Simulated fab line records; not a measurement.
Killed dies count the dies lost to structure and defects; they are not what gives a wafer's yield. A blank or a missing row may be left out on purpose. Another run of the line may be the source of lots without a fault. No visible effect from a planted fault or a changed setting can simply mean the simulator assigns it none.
fab line records | flow sky130
record lots=6 | wafers=18 | last_day=50
route steps=708 shown LI_CONTACT@371 LOCAL_INTERCONNECT@387 PAD_OPEN@708
lots untouched by any fault: they come from a run of this same line in which no faults occurred
start_h: the number of hours between the record's first day and the start of the first shown wafer of the lot | wait_h: time in hours since the lot's previous step | " unchanged from the row above | L1.1+2: one row covering several wafers at once | - either no value or no given start | * or withheld: withheld | < > ~ a bound
route shown NAME@n: names a module that has steps shown in the file, with the first one's number in the route | usual: mean/standard deviation of fault-free wafers | same: alike in all rows | chamber/n: place in a boat | sites: the reading at each site | _std_site: standard deviation across them | _edge_site: inner sites' mean taken away from outer sites' mean | radius_mm: how far each site lies from the wafer's centre | mask NAME#n: copy n | behind: the tool/chamber that last shaped the wafer | hold: why the lot went on hold/how many hours it stayed there/how the hold came to an end | device: transistor that didn't switch, given as n, p or np | end of line: at the end of the route, the tests of the same wafers | a step with no rows: only its recipe | killed: the dies lost at the first sort to structure and to defects; this is not the yield of the wafer | map: per-die view of a wafer (x killed, . not killed, _ where there is no die)
set.NAME: the setting the step ran with; set.NAME@STEP: the setting that earlier step ran with | model.NAME: the simulator's own value behind a step, which no gauge read
lots at some steps of the route; a table a step, a row a wafer
services: when a tool's chamber went out of use (start_h, in hours from the record's first day, below 0 if earlier), for how many hours, and the reason
## steps
# step SKY_LI_CONTACT_EXPOSE_09
# recipe mask_id=LICM1 | na=0.8 | source_shape=annular | sigma_inner=0.55 | sigma_outer=0.85 | target_cd_nm=170 | dose_mj=38
# step SKY_LI_CONTACT_PEB_10
# recipe peb_temp_c=withheld | peb_time_s=withheld | resist=KrF-thick
# step SKY_LI_CONTACT_DEVELOP_11
# recipe develop_time_s=60 | resist=KrF-thick | dev_temp_c=21
# step SKY_LI_CONTACT_CD_MEAS_12
# recipe target_cd_nm=170
# usual cd_nm=169.9/1.7
lot.wafer | tool      | chamber | start_h | wait_h | cd_nm
L936.4    | cd_sem-01 | -       | 741.38  | -      | 172.5
L936.5    | "         | -       | "       | "      | 173.7
L936.6    | "         | -       | "       | "      | 172.3
L938.4    | cd_sem-01 | -       | 758.28  | -      | 170.8
L938.5    | "         | -       | "       | "      | 171.1
L938.6    | "         | -       | "       | "      | 170.1
L944.1    | cd_sem-01 | -       | 812.20  | -      | 169.0
L944.2    | "         | -       | "       | "      | 168.8
L944.4    | "         | -       | "       | "      | 168.5
L945.1    | cd_sem-02 | -       | 825.89  | -      | 169.5
L945.4    | "         | -       | "       | "      | 169.6
L945.6    | "         | -       | "       | "      | 168.4
L951.2    | cd_sem-02 | -       | 851.39  | -      | 171.1
L951.4    | "         | -       | "       | "      | 170.4
L951.5    | "         | -       | "       | "      | 169.5
L950.2    | cd_sem-01 | -       | 853.92  | -      | 166.9
L950.3    | "         | -       | "       | "      | 168.4
L950.4    | "         | -       | "       | "      | 168.4
# step SKY_LI_CONTACT_OVL_MEAS_13
# usual LI_CONTACT_OVL=-1/6.2
lot.wafer | tool       | chamber | start_h | wait_h | LI_CONTACT_OVL[nm]
L936.4    | overlay-01 | -       | 741.46  | 0.1    | 3
L936.5    | "          | -       | "       | "      | 14
L936.6    | "          | -       | "       | "      | 11
L938.4    | overlay-02 | -       | 758.36  | 0.1    | -2
L938.5    | "          | -       | "       | "      | 4
L938.6    | "          | -       | "       | "      | 0
L944.1    | overlay-01 | -       | 812.32  | 0.1    | 1
L944.2    | "          | -       | "       | "      | -5
L944.4    | "          | -       | "       | "      | -2
L945.1    | overlay-02 | -       | 826.01  | 0.1    | 1
L945.4    | "          | -       | "       | "      | 2
L945.6    | "          | -       | "       | "      | 7
L951.2    | overlay-01 | -       | 851.50  | 0.1    | 9
L951.4    | "          | -       | "       | "      | 1
L951.5    | "          | -       | "       | "      | -4
L950.2    | overlay-02 | -       | 854.02  | 0.1    | -2
L950.3    | "          | -       | "       | "      | -4
L950.4    | "          | -       | "       | "      | -6
# step SKY_LI_CONTACT_ETCH_14
# recipe chemistry=N2/H2 | target=BARC | ion_energy_ev=200 | source_w=500 | bias_w=100 | pressure_mtorr=30 | n2_flow_sccm=100 | h2_flow_sccm=200 | stop_on=SiO2 | time_s=45.9 | target_depth_a=600
# usual drypump_motor_current_A=5.7/0.37 | oes_product_au=0.854/0.0051 | throttle_valve_pct=13.224/0.0094
lot.wafer | tool        | chamber | start_h | wait_h | drypump_motor_current_A | oes_product_au | rf_hours_counter_h | throttle_valve_pct
L936.4    | rie_diel-04 | 1       | 741.50  | 0.0    | 5.5                     | 0.864          | -                  | 13.220
L936.5    | "           | 2       | "       | "      | 5.5                     | 0.856          | -                  | 13.233
L936.6    | "           | 3       | "       | "      | 5.5                     | 0.856          | -                  | 13.239
L938.4    | rie_diel-03 | 1       | 758.40  | 0.0    | 5.9                     | 0.849          | -                  | 13.230
L938.5    | "           | 3       | "       | "      | 5.5                     | 0.860          | -                  | 13.237
L938.6    | "           | 0       | "       | "      | 6.0                     | 0.860          | -                  | 13.223
L944.1    | rie_diel-01 | 2       | 812.35  | 0.0    | 5.4                     | 0.859          | 11                 | 13.229
L944.2    | "           | 1       | "       | "      | 5.7                     | 0.854          | 36                 | 13.235
L944.4    | "           | 3       | "       | "      | 6.7                     | 0.851          | 7                  | 13.222
L945.1    | rie_diel-01 | 0       | 826.05  | 0.0    | 5.8                     | 0.854          | 5                  | 13.212
L945.4    | "           | 0       | "       | "      | 5.7                     | 0.858          | -                  | 13.220
L945.6    | "           | 3       | "       | "      | 6.8                     | 0.868          | -                  | 13.237
L951.2    | rie_diel-04 | 1       | 851.53  | 0.0    | 5.5                     | 0.852          | 8                  | 13.228
L951.4    | "           | 2       | "       | "      | 5.5                     | 0.854          | 14                 | 13.216
L951.5    | "           | 2       | "       | "      | 5.5                     | 0.844          | -                  | 13.217
L950.2    | rie_diel-04 | 3       | 854.05  | 0.0    | 5.5                     | 0.846          | 4                  | 13.219
L950.3    | "           | 0       | "       | "      | 5.4                     | 0.850          | 2                  | 13.229
L950.4    | "           | 2       | "       | "      | 5.5                     | 0.847          | 14                 | 13.217
# step SKY_LI_CONTACT_ETCH_15
# recipe target=PSG | chemistry=C4F8/O2/Ar | stop_on=Si | taper_deg=4.15 | mask_material=KrF-thick | source_w=1500 | bias_w=1200 | pressure_mtorr=40 | c4f8_flow_sccm=withheld | O2_flow_sccm=6 | Ar_flow_sccm=300 | time_s=withheld | target_depth_a=6000
# usual oes_product_au=0.837/0.0041
lot.wafer | tool        | chamber | start_h | wait_h | oes_product_au
L936.4    | rie_diel-04 | 1       | 741.56  | 0.0    | 0.846
L936.5    | "           | 2       | "       | "      | 0.831
L936.6    | "           | 3       | "       | "      | 0.831
L938.4    | rie_diel-03 | 1       | 758.46  | 0.0    | 0.835
L938.5    | "           | 3       | "       | "      | 0.838
L938.6    | "           | 0       | "       | "      | 0.837
L944.1    | rie_diel-01 | 2       | 812.40  | 0.0    | 0.837
L944.2    | "           | 1       | "       | "      | 0.841
L944.4    | "           | 3       | "       | "      | 0.837
L945.1    | rie_diel-01 | 0       | 826.09  | 0.0    | 0.835
L945.4    | "           | 0       | "       | "      | 0.828
L945.6    | "           | 3       | "       | "      | 0.833
L951.2    | rie_diel-04 | 1       | 851.57  | 0.0    | 0.839
L951.4    | "           | 2       | "       | "      | 0.839
L951.5    | "           | 2       | "       | "      | 0.834
L950.2    | rie_diel-04 | 3       | 854.10  | 0.0    | 0.840
L950.3    | "           | 0       | "       | "      | 0.836
L950.4    | "           | 2       | "       | "      | 0.832
# step SKY_LI_CONTACT_STRIP_16
# recipe chemistry=O2/N2 | power_w=1400 | pressure_mtorr=1500 | platen_temp_c=withheld | o2_flow_sccm=3000 | n2_flow_sccm=300 | overash_fraction=0.5
# step SKY_LI_CONTACT_CLEAN_17
# recipe chemistry=NMP | time_s=600 | temp_c=60 | dry=n2_spin
# step SKY_LI_CONTACT_PRE_CLEAN_18
# recipe gas=Ar | time_s=5.6 | bias_v=358
# step SKY_LI_CONTACT_SPUTTER_19
# recipe material=Ti | target_thk_nm=20 | chamber_pressure_pa=5 | power_w=2500 | substrate_temp_c=200 | time_s=106.37
# usual throttle_valve_pct=29.8/1.2
lot.wafer | tool           | chamber | start_h | wait_h | throttle_valve_pct
L936.4    | pvd_sputter-01 | -       | 741.90  | 0.0    | 31.1
L936.5    | "              | -       | "       | "      | 31.1
L936.6    | "              | -       | "       | "      | 31.1
L938.4    | pvd_sputter-04 | -       | 758.80  | 0.0    | 27.7
L938.5    | "              | -       | "       | "      | 29.7
L938.6    | "              | -       | "       | "      | 29.4
L944.1    | pvd_sputter-04 | -       | 812.78  | 0.0    | 29.9
L944.2    | "              | -       | "       | "      | 30.5
L944.4    | "              | -       | "       | "      | 29.8
L945.1    | pvd_sputter-03 | -       | 826.49  | 0.0    | 30.7
L945.4    | "              | -       | "       | "      | 31.6
L945.6    | "              | -       | "       | "      | 29.3
L951.2    | pvd_sputter-01 | -       | 851.95  | 0.0    | 29.8
L951.4    | "              | -       | "       | "      | 31.1
L951.5    | "              | -       | "       | "      | 29.7
L950.2    | pvd_sputter-04 | -       | 854.48  | 0.0    | 29.6
L950.3    | "              | -       | "       | "      | 29.6
L950.4    | "              | -       | "       | "      | 27.6
# step SKY_LI_CONTACT_SPUTTER_20
# recipe material=TiN | target_thk_nm=20 | chamber_pressure_pa=5 | power_w=4000 | time_s=80
# usual throttle_valve_pct=29.8/1.2
lot.wafer | tool           | chamber | start_h | wait_h | throttle_valve_pct
L936.4    | pvd_sputter-01 | -       | 741.97  | 0.0    | 31.0
L936.5    | "              | -       | "       | "      | 31.0
L936.6    | "              | -       | "       | "      | 31.1
L938.4    | pvd_sputter-04 | -       | 758.87  | 0.0    | 27.4
L938.5    | "              | -       | "       | "      | 29.7
L938.6    | "              | -       | "       | "      | 29.6
L944.1    | pvd_sputter-04 | -       | 812.85  | 0.0    | 29.6
L944.2    | "              | -       | "       | "      | 30.4
L944.4    | "              | -       | "       | "      | 29.9
L945.1    | pvd_sputter-03 | -       | 826.56  | 0.0    | 30.8
L945.4    | "              | -       | "       | "      | 31.6
L945.6    | "              | -       | "       | "      | 29.1
L951.2    | pvd_sputter-01 | -       | 852.03  | 0.0    | 29.9
L951.4    | "              | -       | "       | "      | 31.1
L951.5    | "              | -       | "       | "      | 29.9
L950.2    | pvd_sputter-04 | -       | 854.55  | 0.0    | 29.7
L950.3    | "              | -       | "       | "      | 29.8
L950.4    | "              | -       | "       | "      | 27.2
# step SKY_LI_CONTACT_CVD_21
# recipe material=W | target_thk_nm=400 | time_s=120.56 | temp_c=400 | pressure_torr=40
# usual heater_power_w=875/79 | susceptor_temp_C=400.01/0.22
lot.wafer | tool     | chamber | start_h | wait_h | heater_power_w | susceptor_temp_C | model.W_of_LI_CONTACT_CVD_21.thk_nm
L936.4    | cvd_w-02 | 1       | 742.08  | 0.1    | 951            | 399.82           | 475.8
L936.5    | "        | 1       | "       | "      | 955            | 399.91           | 472.5
L936.6    | "        | 0       | "       | "      | 776            | 399.98           | 466.9
L938.4    | cvd_w-02 | 0       | 758.98  | 0.1    | 791            | 399.80           | 471.9
L938.5    | "        | 1       | "       | "      | 981            | 400.04           | 473.3
L938.6    | "        | 0       | "       | "      | 758            | 399.92           | 466.6
L944.1    | cvd_w-01 | 1       | 812.91  | 0.0    | 883            | 399.90           | 397.6
L944.2    | "        | 0       | "       | "      | 854            | 399.73           | 394.1
L944.4    | "        | 0       | "       | "      | 851            | 400.18           | 396.3
L945.1    | cvd_w-02 | 0       | 826.62  | 0.0    | 783            | 399.87           | 396
L945.4    | "        | 1       | "       | "      | 1002           | 400.29           | 404.1
L945.6    | "        | 1       | "       | "      | 991            | 400.07           | 405.2
L951.2    | cvd_w-02 | 0       | 852.09  | 0.0    | 782            | 399.83           | 394.8
L951.4    | "        | 0       | "       | "      | 764            | 400.28           | 396.4
L951.5    | "        | 1       | "       | "      | 958            | 400.30           | 402
L950.2    | cvd_w-01 | 1       | 854.61  | 0.0    | 912            | 400.54           | 395.8
L950.3    | "        | 0       | "       | "      | 854            | 400.05           | 401.6
L950.4    | "        | 1       | "       | "      | 892            | 400.24           | 392.1
# step SKY_LI_CONTACT_RS_MEAS_22
# recipe thk_meas_gauge=four-point-probe | reads=W_of_LI_CONTACT_CVD_21+TiN_of_LI_CONTACT_SPUTTER_20+Ti_of_LI_CONTACT_SPUTTER_19
# usual LI_CONTACT_W_RS=0.285/0.0037
lot.wafer | tool          | chamber | start_h | wait_h | LI_CONTACT_W_RS[ohm/sq]
L936.4    | film_metro-03 | -       | 742.22  | 0.1    | 0.240
L936.5    | "             | -       | "       | "      | 0.241
L936.6    | "             | -       | "       | "      | 0.244
L938.4    | film_metro-02 | -       | 759.12  | 0.1    | 0.242
L938.5    | "             | -       | "       | "      | 0.241
L938.6    | "             | -       | "       | "      | 0.244
L944.1    | film_metro-01 | -       | 813.04  | 0.1    | 0.286
L944.2    | "             | -       | "       | "      | 0.288
L944.4    | "             | -       | "       | "      | 0.287
L945.1    | film_metro-02 | -       | 826.75  | 0.1    | 0.288
L945.4    | "             | -       | "       | "      | 0.282
L945.6    | "             | -       | "       | "      | 0.281
L951.2    | film_metro-01 | -       | 852.23  | 0.1    | 0.288
L951.4    | "             | -       | "       | "      | 0.287
L951.5    | "             | -       | "       | "      | 0.283
L950.2    | film_metro-02 | -       | 854.76  | 0.1    | 0.288
L950.3    | "             | -       | "       | "      | 0.284
L950.4    | "             | -       | "       | "      | 0.291
# step SKY_LI_CONTACT_THK_MEAS_23
# recipe thk_meas_gauge=xrf | reads=W_of_LI_CONTACT_CVD_21
# usual LI_CONTACT_W_THK=386/5.9
lot.wafer | tool          | chamber | start_h | wait_h | LI_CONTACT_W_THK[nm]
L936.4    | film_metro-03 | -       | 742.31  | 0.1    | 451
L936.5    | "             | -       | "       | "      | 445
L936.6    | "             | -       | "       | "      | 437
L938.4    | film_metro-02 | -       | 759.21  | 0.1    | 456
L938.5    | "             | -       | "       | "      | 456
L938.6    | "             | -       | "       | "      | 451
L944.1    | film_metro-01 | -       | 813.16  | 0.1    | 386
L944.2    | "             | -       | "       | "      | 384
L944.4    | "             | -       | "       | "      | 388
L945.1    | film_metro-02 | -       | 826.87  | 0.1    | 385
L945.4    | "             | -       | "       | "      | 393
L945.6    | "             | -       | "       | "      | 394
L951.2    | film_metro-01 | -       | 852.34  | 0.1    | 390
L951.4    | "             | -       | "       | "      | 388
L951.5    | "             | -       | "       | "      | 396
L950.2    | film_metro-02 | -       | 854.87  | 0.1    | 386
L950.3    | "             | -       | "       | "      | 389
L950.4    | "             | -       | "       | "      | 382
# step SKY_LI_CONTACT_CMP_24
# recipe stop_on=PSG | t_overpolish_s=20 | down_force_psi=3.5 | platen_rpm=60 | target_thk_nm=0 | pad_velocity_m_s=0.94248
# usual motor_current_A=11.0/0.95 | time_to_endpoint_s=96/4.7
lot.wafer | tool   | chamber | start_h | wait_h | motor_current_A | time_to_endpoint_s
L936.4    | cmp-02 | 1       | 742.49  | 0.2    | 11.8            | 113
L936.6    | "      | 2       | "       | "      | 10.3            | 118
L936.5    | "      | 3       | "       | "      | 9.9             | 112
L938.4    | cmp-01 | 2       | 759.34  | 0.1    | 10.9            | 113
L938.6    | "      | 0       | "       | "      | 11.1            | 123
L938.5    | "      | 1       | "       | "      | 9.6             | 112
L944.2    | cmp-02 | 0       | 813.22  | 0.0    | 11.7            | 93
L944.4    | "      | 1       | "       | "      | 11.7            | 102
L944.1    | "      | 3       | "       | "      | 10.3            | 97
L945.4    | cmp-01 | 1       | 827.03  | 0.1    | 9.2             | 91
L945.1    | "      | 2       | "       | "      | 11.0            | 93
L945.6    | "      | 0       | "       | "      | 10.9            | 104
L951.2    | cmp-01 | 0       | 852.39  | 0.0    | 10.5            | 102
L951.4    | "      | 3       | "       | "      | 12.0            | 93
L951.5    | "      | 0       | "       | "      | 10.6            | 103
L950.3    | cmp-01 | 3       | 854.92  | 0.0    | 13.4            | 92
L950.4    | "      | 0       | "       | "      | 10.9            | 101
L950.2    | "      | 2       | "       | "      | 11.4            | 91
# step SKY_LOCAL_INTERCONNECT_SPUTTER_00
# recipe material=TiN | target_thk_nm=100 | temp_c=300 | power_w=6500 | time_s=83.3 | chamber_pressure_pa=0.4
# usual susceptor_temp_C=300.00/0.18 | throttle_valve_pct=30.6/1.4
lot.wafer | tool           | chamber | start_h | wait_h | susceptor_temp_C | throttle_valve_pct
L936.4    | pvd_sputter-03 | -       | 742.64  | 0.1    | 300.03           | 30.9
L936.5    | "              | -       | "       | "      | 300.05           | 31.5
L936.6    | "              | -       | "       | "      | 299.67           | 28.8
L938.4    | pvd_sputter-01 | -       | 759.54  | 0.1    | 299.99           | 29.4
L938.5    | "              | -       | "       | "      | 300.16           | 29.2
L938.6    | "              | -       | "       | "      | 300.04           | 29.9
L944.1    | pvd_sputter-01 | -       | 813.52  | 0.1    | 299.99           | 30.8
L944.2    | "              | -       | "       | "      | 300.16           | 29.2
L944.4    | "              | -       | "       | "      | 300.07           | 29.8
L945.1    | pvd_sputter-02 | -       | 827.23  | 0.1    | 299.87           | 31.0
L945.4    | "              | -       | "       | "      | 300.12           | 29.9
L945.6    | "              | -       | "       | "      | 299.72           | 30.6
L951.2    | pvd_sputter-02 | -       | 852.69  | 0.2    | 299.89           | 33.3
L951.4    | "              | -       | "       | "      | 300.36           | 30.3
L951.5    | "              | -       | "       | "      | 300.03           | 30.8
L950.2    | pvd_sputter-02 | -       | 855.22  | 0.1    | 300.19           | 30.8
L950.3    | "              | -       | "       | "      | 299.85           | 33.6
L950.4    | "              | -       | "       | "      | 299.84           | 30.2
# step SKY_PAD_OPEN_PROBE_99
# usual killed_at_M0_to_M3=44/7.3 | killed_at_M4_up=3.1/1.6 | killed_at_contacts=24/5.4 | killed_at_front_end=15/4 | killed_at_other=0.2/0.49 | killed_dies=86/10 | killed_open=48/7.3 | killed_short=38/6.3
# same gross_dies=492 | killed_at_back_side=0
lot.wafer | tool      | chamber | start_h | wait_h | killed_at_M0_to_M3 | killed_at_M4_up | killed_at_contacts | killed_at_front_end | killed_at_other | killed_dies | killed_open | killed_short
L945.1    | prober-02 | -       | 1182.52 | 0.1    | 41                 | 1               | 30                 | 25                  | 0               | 97          | 58          | 39
L945.4    | prober-02 | -       | 1182.67 | 0.2    | 54                 | 2               | 21                 | 18                  | 0               | 95          | 50          | 45
L945.6    | prober-02 | -       | 1182.77 | 0.2    | 46                 | 3               | 24                 | 17                  | 1               | 91          | 50          | 41
# killed by level:class
L945.1 CONTACT:geometric_particle:open=13 VIA1:geometric_particle:open=11 VIA3:geometric_particle:open=8 LI_CONTACT:geometric_particle:open=6 FIELD_ISO:geometric_particle:open=5 FIELD_ISO:geometric_particle:short=5 LOCAL_INTERCONNECT:geometric_particle:short=5 METAL1:geometric_particle:short=4
L945.4 VIA1:geometric_particle:open=12 VIA2:geometric_particle:open=9 METAL1:geometric_particle:short=8 VIA3:geometric_particle:open=8 FIELD_ISO:geometric_particle:open=6 LI_CONTACT:geometric_particle:open=5 CONTACT:geometric_particle:short=5 CONTACT:geometric_particle:open=5
L945.6 VIA1:geometric_particle:open=10 VIA2:geometric_particle:open=9 CONTACT:geometric_particle:open=8 LI_CONTACT:geometric_particle:open=7 POLY_GATE:geometric_particle:short=6 FIELD_ISO:geometric_particle:short=5 VIA3:geometric_particle:open=5 CONTACT:geometric_particle:short=4
## services
tool           | chamber | start_h | hours | kind
pvd_sputter-04 | -       | 727.11  | 4.1   | repair
rie_diel-04    | 0       | 737.70  | -     | clean
rie_diel-04    | 0       | 737.70  | 21.5  | scheduled_down
rie_diel-04    | 0       | 737.70  | 21.5  | vent_cycle
cvd_w-02       | -       | 740.59  | 0.8   | repair
cmp-02         | -       | 744.22  | 4.0   | pm
cmp-02         | -       | 757.18  | 5.4   | pm
cmp-02         | -       | 783.71  | 2.2   | repair
cvd_w-01       | -       | 789.48  | 0.5   | repair
rie_diel-01    | 3       | 795.64  | 9.5   | repair
rie_diel-01    | 1       | 796.48  | 9.3   | repair
pvd_sputter-02 | -       | 802.46  | 1.1   | repair
pvd_sputter-02 | -       | 803.03  | 1.2   | repair
pvd_sputter-02 | -       | 811.89  | 4.4   | repair
rie_diel-01    | 1       | 812.91  | 7.2   | repair
rie_diel-03    | 0       | 817.89  | 7.6   | repair
cmp-01         | -       | 818.35  | 1.9   | repair
pvd_sputter-01 | 2       | 818.85  | -     | consumable_replace:kit
rie_diel-04    | -       | 820.24  | 0.3   | repair
cvd_w-02       | -       | 820.62  | 1.1   | repair
cvd_w-01       | 0       | 824.02  | 2.5   | repair
cmp-01         | -       | 827.37  | 4.3   | pm
cmp-01         | -       | 835.05  | 2.0   | repair
pvd_sputter-01 | -       | 841.57  | 7.9   | repair
## key
first_sign step=SKY_LI_CONTACT_RS_MEAS_22 | reading=LI_CONTACT_W_RS | direction=down | sigmas=12 | usual=0.285 | struck=0.242
effect step=SKY_LI_CONTACT_THK_MEAS_23 | reading=LI_CONTACT_W_THK | direction=up | sigmas=11 | usual=386 | struck=449
effect step=SKY_LI_CONTACT_CMP_24 | reading=time_to_endpoint_s | direction=up | sigmas=4.1 | usual=* | struck=*
model_effect step=SKY_LI_CONTACT_CVD_21 | value=W_of_LI_CONTACT_CVD_21.thk_nm | without=399.8 | struck=471.2
met_at SKY_LI_CONTACT_CVD_21
struck_wafers L936.4,L936.5,L936.6,L938.4,L938.5,L938.6
tester_left_out L936,L938
fault kind=process_parameter_drift | tool=cvd_w-02 | chamber=- | onset_h=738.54 | steps=SKY_LI_CONTACT_CVD_21 | channel=target_thk_nm | offset=71.355 | shape=step | end_h=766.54 | acts_in=these_recipes_only | stated=400
# tester_left_out: of these lots the tester's yield and bins aren't shown, on N5 and GAA mostly nor the transistor test; their killed dies are dies lost to structure and defects alone, not to doping, threshold or leakage, so they don't give the yield
